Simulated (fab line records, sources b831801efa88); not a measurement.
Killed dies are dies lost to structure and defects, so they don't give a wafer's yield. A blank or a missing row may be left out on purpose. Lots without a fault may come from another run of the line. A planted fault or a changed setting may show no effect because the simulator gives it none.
A struck lot beside a sound one | flow sfq_line | 14 steps out of a route of 325
Sound: wafers L593.1, L593.4, L593.6. Struck: wafers L601.1, L601.2, L601.3. The cause comes at the end.
At each step with rows: each side's tool, then ch and its chambers, then its first start. Under that, the readings that differ: sound wafers | struck wafers | difference of the means | sigmas: that difference in standard deviations of wafers without a fault.
alike: readings whose means differ by less than 2 such deviations, and words and numbers that are the same on both sides. not compared: withheld readings, readings that some wafer has no value for, bounds like >300 that may hide the same value, and numbers for which the record gives no deviation and whose values overlap.
The two part at a step that has a row with sigmas, a row that says differs or no value, or rows on one side only. Numbers that don't overlap but have no deviation are shown without sigmas and don't part them. A reading that every wafer of one side lacks parts them only if that side has two wafers or more.

SFQ_TRILAYER_I0_DEP_PECVD_027: deposits SiO2 from SiH4/N2O, time 111.11 s, target thk 500 nm.
  sound on pecvd-02 ch 0,1, day 7 07:37; struck on pecvd-02 ch 0,1,2, day 10 00:58
  reading                | sound          | struck         | difference | sigmas
  throttle_valve_pct (%) | 26.6 26.6 26.8 | 23.3 23.1 22.9 | -3.6       | -4
  alike: heater_power_w
  not compared: since_wet_clean_h
SFQ_TRILAYER_I0_CMP_CMP_028: polishes SiO2.
  sound on cmp-01 ch 1,2,3, day 7 08:14; struck on cmp-02 ch 1,2,3, day 10 02:43
  alike: motor_current_A, time_to_endpoint_s
SFQ_I0_BOW_MEAS_907:
  sound on film_metro-04, day 7 10:44; struck on film_metro-02, day 10 05:43
  alike: I0_BOW
SFQ_TRILAYER_I0_METRO_MEASURE_029:
  sound on film_metro-04, day 7 10:51; struck on film_metro-02, day 10 05:50
  alike: thk_nm
then, 6 steps without rows for these wafers: SFQ_TRILAYER_I0_VIA_LITHO_COAT_036 (resist thk 62 nm); SFQ_TRILAYER_I0_VIA_LITHO_COAT_031 (resist thk 650 nm); SFQ_TRILAYER_I0_VIA_LITHO_SOFTBAKE_035; SFQ_TRILAYER_I0_VIA_LITHO_EXPOSE_032 (exposes mask I0, target cd 500 nm); SFQ_TRILAYER_I0_VIA_LITHO_PEB_034 (peb time 60 s); SFQ_TRILAYER_I0_VIA_LITHO_DEVELOP_033 (time 60 s).
-- the record jumps here: 2 days lie between the struck wafers' starts before and after --
SFQ_I0_OVL_MEAS_908:
  sound on overlay-02, day 9 14:22; struck on overlay-02, day 12 06:43
  alike: I0_OVL
SFQ_TRILAYER_I0_VIA_BARC_OPEN_VIA_ETCH_046: etches BARC in O2, target depth 125 nm, time 41.7 s.
  sound on rie_diel-01 ch 0,1, day 9 14:24; struck on rie_diel-02 ch 0,1,2, day 12 06:45
  reading            | sound             | struck            | difference | sigmas
  rf_fwd_power_W (W) | 491.0 489.0 491.5 | 492.9 496.8 497.4 | +5.2       | +2
  alike: drypump_motor_current_A, oes_product_au
  not compared: rf_hours_counter_h
SFQ_TRILAYER_I0_VIA_ETCH_VIA_ETCH_034: etches SiO2 in CHF3, stops on Nb, target depth 260 nm.
  sound on rie_diel-01 ch 0,1, day 9 14:26; struck on rie_diel-02 ch 0,1,2, day 12 06:47
  reading            | sound             | struck            | difference | sigmas
  rf_fwd_power_W (W) | 497.7 497.3 496.6 | 418.4 415.8 416.8 | -80.2      | -47
  alike: drypump_motor_current_A, oes_product_au
SFQ_TRILAYER_I0_VIA_STRIP_STRIP_035: strips in O2.
  sound on rie_metal-02 ch 0,1, day 9 14:34; struck on rie_metal-01 ch 0,1, day 12 06:55
  reading                     | sound       | struck      | difference | sigmas
  drypump_motor_current_A (A) | 4.6 5.2 4.6 | 6.5 6.2 6.2 | +1.5       | +2
  alike: oes_product_au
  not compared: rf_hours_counter_h

WHERE THEY PART
First at SFQ_TRILAYER_I0_DEP_PECVD_027; last, within this record, at SFQ_TRILAYER_I0_VIA_STRIP_STRIP_035.

WHY: what the simulator had put in
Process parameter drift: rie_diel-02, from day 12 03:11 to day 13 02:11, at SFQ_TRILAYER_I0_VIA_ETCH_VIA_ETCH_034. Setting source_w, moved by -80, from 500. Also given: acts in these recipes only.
